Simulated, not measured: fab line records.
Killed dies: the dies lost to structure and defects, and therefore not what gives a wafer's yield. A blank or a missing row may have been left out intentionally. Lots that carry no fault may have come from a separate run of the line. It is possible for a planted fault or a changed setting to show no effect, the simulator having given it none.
A struck lot beside a sound one + flow gf180mcu + 14 out of 602 route steps
Sound: the wafers L951.1, L951.2, L951.5. Wafers struck: L955.3, L955.5, L955.6. The cause is named last.
Each step with rows lists, per side, the tool, then ch with its chambers, then its first start. Under that, the readings that differ: sound wafers + struck wafers + difference of the means + sigmas: that difference in standard deviations of wafers without a fault.
alike: words and numbers the same on both sides, and readings whose means are apart by under 2 such deviations; not compared: readings that were withheld, readings missing a value for some wafer, numbers with overlapping values and no deviation given by the record, and bounds like >300 which may hide the same value.
A row with sigmas, a row that says differs or no value, or rows on one side alone: a step with any of these is where the two part. When numbers do not overlap yet have no deviation, they are printed without sigmas and do not part them. Lack of a reading on every wafer of one side parts them only where that side has two or more wafers.

GF_V1_CMP_26: polishes, stops on SiO2, t overpolish 15 s, target thk 0 nm.
  sound on cmp-01 ch 0,2,3, day 20 22:25; struck on cmp-01 ch 1,2, day 22 05:53
  alike: motor-current-A, overpolish-run-s, time-to-endpoint-s
GF_M2_SPUTTER_00: material Ti, target thk 37.5 nm, time 150 s.
  sound on pvd-sputter-02 at day 20 22:37; struck on pvd-sputter-03 at day 22 06:08
  alike: throttle-valve-pct
GF_M2_SPUTTER_01: material TiN, target thk 30 nm, time 25 s.
  sound on pvd-sputter-02 at day 20 22:43; struck on pvd-sputter-03 at day 22 06:14
  alike: throttle-valve-pct
then, 1 step without rows for these wafers: GF_M2_SPUTTER_02 (material AlCu, target thk 450 nm, time 23.9 s).
GF_M2_SPUTTER_03: material Ti, target thk 10 nm, time 6.7 s.
  sound on pvd-sputter-02 at day 20 22:47; struck on pvd-sputter-03 at day 22 06:17
  alike: throttle-valve-pct
GF_M2_SPUTTER_04: material TiN, target thk 50 nm, time 41.7 s.
  sound on pvd-sputter-02 at day 20 22:48; struck on pvd-sputter-03 at day 22 06:19
  alike: throttle-valve-pct
GF_M2_RS_MEAS_05: measurement is done with a four-point probe.
  sound on film-metro-02 at day 20 22:50; struck on film-metro-02 at day 22 06:23
| reading             | sound                | struck               | difference | sigmas |
|---------------------|----------------------|----------------------|------------|--------|
| M2_ALCU_RS (ohm/sq) | 0.0690 0.0685 0.0686 | 0.0709 0.0704 0.0710 | +0.0021    | +2     |
GF_M2_THK_MEAS_06: measures by xrf.
  sound on film-metro-02 at day 20 22:58; struck on film-metro-02 at day 22 06:29
  alike: M2_ALCU_THK
then, 4 steps without rows for these wafers: GF_M2_DEHYDRATE_07 (time 60 s); GF_M2_HMDS_08 (prime time 60 s); GF_M2_COAT_09 (resist thk 1000 nm); GF_M2_SOFTBAKE_10 (time 60 s).
GF_M2_EXPOSE_11: exposes mask Metal2, target cd 280 nm.
  struck on krf-scanner-02, day 22 18:00; sound on krf-scanner-02 ch 0, day 21 11:18
  no value came back on the struck wafers for exposure-dose-mJ-cm2, focus-offset-nm (nm); on the sound wafers exposure-dose-mJ-cm2 reads 27.967 28.009 27.989
  alike: mask
then, 1 step without rows for these wafers: GF_M2_PEB_12 (peb time 90 s).

## WHERE THEY PART
Last at GF_M2_EXPOSE_11 as far as this record goes, first at GF_M2_RS_MEAS_05.

WHY: the cause the simulator had injected
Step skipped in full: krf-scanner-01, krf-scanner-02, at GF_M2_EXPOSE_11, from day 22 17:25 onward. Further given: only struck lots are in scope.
